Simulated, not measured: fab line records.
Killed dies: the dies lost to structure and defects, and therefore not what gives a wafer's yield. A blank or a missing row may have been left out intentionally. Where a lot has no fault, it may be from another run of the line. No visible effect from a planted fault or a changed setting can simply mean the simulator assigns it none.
A struck lot beside a sound one || flow sky130 || 16 steps out of a route of 708
Sound: these wafers, L773.1, L773.5, L773.6. Struck: wafers L775.1, L775.6 (left out: L775.5, a lot-mate that was not struck); the cause follows at the end.
For every step that has rows: the tool of each side, followed by ch and its chambers, followed by its first start. Under that, the readings that differ: sound wafers || struck wafers || difference of the means || sigmas: that difference in standard deviations of wafers without a fault.
alike: a reading whose means differ by less than 2 such deviations, as well as words and numbers matching on both sides. not compared: withheld readings; readings where some wafer has no value; bounds like >300 that might hide an equal value; numbers whose values overlap and for which the record gives no deviation.
The two part at a step that has a row with sigmas, a row that says differs or no value, or rows on one side only. When numbers do not overlap yet have no deviation, they are printed without sigmas and do not part them. Lack of a reading on every wafer of one side parts them only where that side has two or more wafers.

first, 8 steps without rows for these wafers: SKY_METAL1_DEHYDRATE_07 (time 60 s); SKY_METAL1_HMDS_08 (prime time 60 s); SKY_METAL1_COAT_09 (resist thk 60 nm); SKY_METAL1_COAT_10 (resist thk 450 nm); SKY_METAL1_SOFTBAKE_11 (time 90 s); SKY_METAL1_EXPOSE_12 (exposes mask MM1, target cd 140 nm); SKY_METAL1_PEB_13; SKY_METAL1_DEVELOP_14 (develop time 60 s).
SKY_METAL1_CD_MEAS_15: target cd 140 nm.
  sound: cd sem-01 at day 34 01:36; struck: cd sem-02 at day 34 22:55
  alike: cd nm
SKY_METAL1_OVL_MEAS_16:
  sound: overlay-02 at day 34 01:43; struck: overlay-01 at day 34 23:02
  alike: METAL1_OVL
SKY_METAL1_DESCUM_17: chemistry O2, time 8 s.
  sound on rie metal-03 ch 0, day 34 01:46; struck on rie metal-03 ch 1, day 34 23:04
  alike: drypump motor current A, oes product au
  not compared: rf hours counter h
SKY_METAL1_ETCH_18: etches BARC in N2/H2, stops on SiO2, time 45.9 s, target depth 60 nm.
  sound on rie metal-03 ch 0, day 34 01:49; struck on rie metal-03 ch 1, day 34 23:06
{"reading": "throttle valve pct (%)", "sound": "13.216 13.204 13.203", "struck": "13.251 13.230", "difference": "+0.033", "sigmas": "+4"}
  alike: drypump motor current A, oes product au
  not compared: rf hours counter h
SKY_METAL1_METAL_ETCH_19: etches the open film in Cl2/BCl3, stops on SiO2, target depth 360 nm, time 78 s.
  sound on rie metal-03 ch 0, day 34 01:57; struck on rie metal-03 ch 1, day 34 23:10
{"reading": "model.KrF-thick_of_METAL1_COAT_10.thk nm (nm)", "sound": "164.6 162.3 166.6", "struck": "211.1 210.8", "difference": "+46.4", "sigmas": ""}
{"reading": "model.METAL1.cd nm (nm)", "sound": "139.3 139.1 140.7", "struck": "142.8 144.3", "difference": "+3.9", "sigmas": ""}
  alike: drypump motor current A, oes product au, throttle valve pct
  not compared: rf hours counter h, model.SiO2_of_CONTACT_HDPCVD_02.thk nm
SKY_METAL1_STRIP_20: strips in O2/N2.
  sound on plasma asher-04 ch 0,1, day 34 02:08; struck on plasma asher-03 ch 0,1, day 34 23:15
{"reading": "oes product au (a.u.)", "sound": "0.344 0.344 0.343", "struck": "0.361 0.362", "difference": "+0.018", "sigmas": "+4"}
{"reading": "strip time to endpoint s (s)", "sound": "2.76 2.74 2.79", "struck": "3.27 3.26", "difference": "+0.50", "sigmas": "+12"}
  alike: drypump motor current A
  not compared: rf hours counter h
then, 1 step without rows for these wafers: SKY_METAL1_STRIP_21 (strips in post etch residue remover, time 1200 s).
-- the record jumps here: 13 days lie between the struck wafers' starts before and after (it left off in module METAL1 and takes up again in module PAD_OPEN, whose first step shown is number 708 of the route) --
SKY_PAD_OPEN_PROBE_99:
  sound: prober-01 at day 46 18:25; struck: prober-01 at day 47 13:14
{"reading": "model.etest.met1.width nm (nm)", "sound": "139.9 139.9 138.2", "struck": "140.1 144.9", "difference": "+3.2", "sigmas": ""}
{"reading": "model.etest.met1 comb.leak log10 a um", "sound": "-12.04 -12.03 -12.06", "struck": "-7.987 -7.466", "difference": "+4.317", "sigmas": ""}
  not compared: model.etest.met1.line ohm um

WHERE THEY PART
First at SKY_METAL1_ETCH_18; last, within this record, at SKY_METAL1_STRIP_20.

WHY: what the simulator had put in
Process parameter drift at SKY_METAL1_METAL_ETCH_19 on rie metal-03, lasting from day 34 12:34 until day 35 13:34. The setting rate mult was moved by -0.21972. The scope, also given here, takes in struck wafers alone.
